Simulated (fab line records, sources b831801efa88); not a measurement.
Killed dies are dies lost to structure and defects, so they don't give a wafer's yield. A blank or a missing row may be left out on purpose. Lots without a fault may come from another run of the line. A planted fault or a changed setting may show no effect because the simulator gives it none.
A struck lot beside a sound one | flow sky130 | 16 steps out of a route of 708
Sound: wafers L969.1, L969.4, L969.5. Struck: wafers L972.4, L972.5, L972.6. The cause comes at the end.
At each step with rows: each side's tool, then ch and its chambers, then its first start. Under that, the readings that differ: sound wafers | struck wafers | difference of the means | sigmas: that difference in standard deviations of wafers without a fault.
alike: readings whose means differ by less than 2 such deviations, and words and numbers that are the same on both sides. not compared: withheld readings, readings that some wafer has no value for, bounds like >300 that may hide the same value, and numbers for which the record gives no deviation and whose values overlap.
The two part at a step that has a row with sigmas, a row that says differs or no value, or rows on one side only. Numbers that don't overlap but have no deviation are shown without sigmas and don't part them. A reading that every wafer of one side lacks parts them only if that side has two wafers or more.

first, 1 step without rows for these wafers: SKY_VT_ADJUST_LVTN_IMPLANT_19.
SKY_VT_ADJUST_LVTN_STRIP_20: strips in O2/N2.
  sound on plasma_asher-01 ch 0, day 10 20:39; struck on plasma_asher-04 ch 0,1, day 12 06:22
  alike: drypump_motor_current_A, oes_product_au, strip_time_to_endpoint_s
  not compared: rf_hours_counter_h
SKY_VT_ADJUST_LVTN_TW_MEAS_21:
  sound on film_metro-03, day 10 20:45; struck on film_metro-04, day 12 06:28
  alike: VT_ADJUST_LVTN_2_TW
then, 7 steps without rows for these wafers: SKY_VT_ADJUST_NCORE_DEHYDRATE_00 (time 60 s); SKY_VT_ADJUST_NCORE_HMDS_01 (prime time 60 s); SKY_VT_ADJUST_NCORE_COAT_02 (resist thk 1140 nm); SKY_VT_ADJUST_NCORE_SOFTBAKE_03 (time 60 s); SKY_VT_ADJUST_NCORE_EXPOSE_04 (exposes mask LVTN COMPLEMENT THIN, target cd 380 nm); SKY_VT_ADJUST_NCORE_PEB_05; SKY_VT_ADJUST_NCORE_DEVELOP_06 (develop time 60 s).
SKY_VT_ADJUST_NCORE_CD_MEAS_07: target cd 380 nm.
  sound on cd_sem-02, day 11 20:32; struck on cd_sem-01, day 13 06:46
  alike: cd_nm
SKY_VT_ADJUST_NCORE_OVL_MEAS_08:
  sound on overlay-02, day 11 20:40; struck on overlay-01, day 13 06:50
  alike: VT_ADJUST_NCORE_OVL
SKY_VT_ADJUST_NCORE_IMPLANT_09:
  sound on implanter-04 ch 0, day 11 20:42; struck on implanter-01 ch 0, day 13 06:56
  reading            | sound             | struck            | difference | sigmas
  beam_on_s (s)      | 10.03 10.14 10.25 | 12.66 12.98 12.25 | +2.49      | +12
  faraday_current_uA | 13.39 13.37 13.16 | 10.67 10.39 11.04 | -2.61      | -10
SKY_VT_ADJUST_NCORE_STRIP_10: strips in O2/N2.
  sound on plasma_asher-01 ch 0,1, day 11 20:51; struck on plasma_asher-02 ch 0,1, day 13 07:02
  alike: drypump_motor_current_A, oes_product_au, strip_time_to_endpoint_s
  not compared: rf_hours_counter_h
SKY_VT_ADJUST_NCORE_TW_MEAS_11:
  sound on film_metro-03, day 11 20:57; struck on film_metro-02, day 13 07:22
  reading            | sound             | struck            | difference | sigmas
  VT_ADJUST_NCORE_TW | 221.1 220.4 221.0 | 234.4 233.5 233.9 | +13.1      | +8
  not compared: hold
-- the record jumps here: 37 days lie between the struck wafers' starts before and after (it left off in module VT_ADJUST_NCORE and takes up again in module PAD_OPEN, whose first step shown is number 708 of the route) --
SKY_PAD_OPEN_PROBE_99:
  sound on prober-01, day 48 14:16; struck on prober-01, day 49 19:23
  reading                                    | sound                         | struck                       | difference | sigmas
  model.etest.nfet_16v.r_on_ohm_um           | 1.392e+04 1.408e+04 1.387e+04 | 1.564e+04 1.55e+04 1.551e+04 | +1.593e+03 |
  model.etest.pfet_g5v0d10v5.r_on_ohm_um     | 4897 4890 4809                | 4507 4370 4468               | -417       |
  model.etest.tip_p.rs_ohm_sq                | 6837 6824 6857                | 6671 6683 6688               | -159       |
  model.etest.res_pwell_under_gate.rs_ohm_sq | 2277 2281 2288                | 2212 2203 2211               | -73        |
  model.etest.nfet_g5v0d10v5.r_on_ohm_um     | 1886 1910 1899                | 1923 1912 1943               | +28        |
  model.etest.tip_p_5v.rs_ohm_sq             | 2865 2861 2851                | 2776 2775 2786               | -80        |
  model.etest.tip_n_5v.rs_ohm_sq             | 1374 1392 1377                | 1422 1415 1412               | +35        |
  alike: killed_at_M0_to_M3, killed_at_M4_up, killed_at_contacts, killed_at_front_end, killed_at_other, killed_dies, killed_open, killed_short
  not compared: model.etest.pfet_16v.r_on_ohm_um

WHERE THEY PART
First at SKY_VT_ADJUST_NCORE_IMPLANT_09; last, within this record, at SKY_VT_ADJUST_NCORE_TW_MEAS_11. Later steps at which nothing parts them and some readings are alike: SKY_PAD_OPEN_PROBE_99.

WHY: what the simulator had put in
Process parameter drift: implanter-01, from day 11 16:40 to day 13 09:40, at SKY_VT_ADJUST_NCORE_IMPLANT_09. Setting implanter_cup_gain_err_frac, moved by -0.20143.
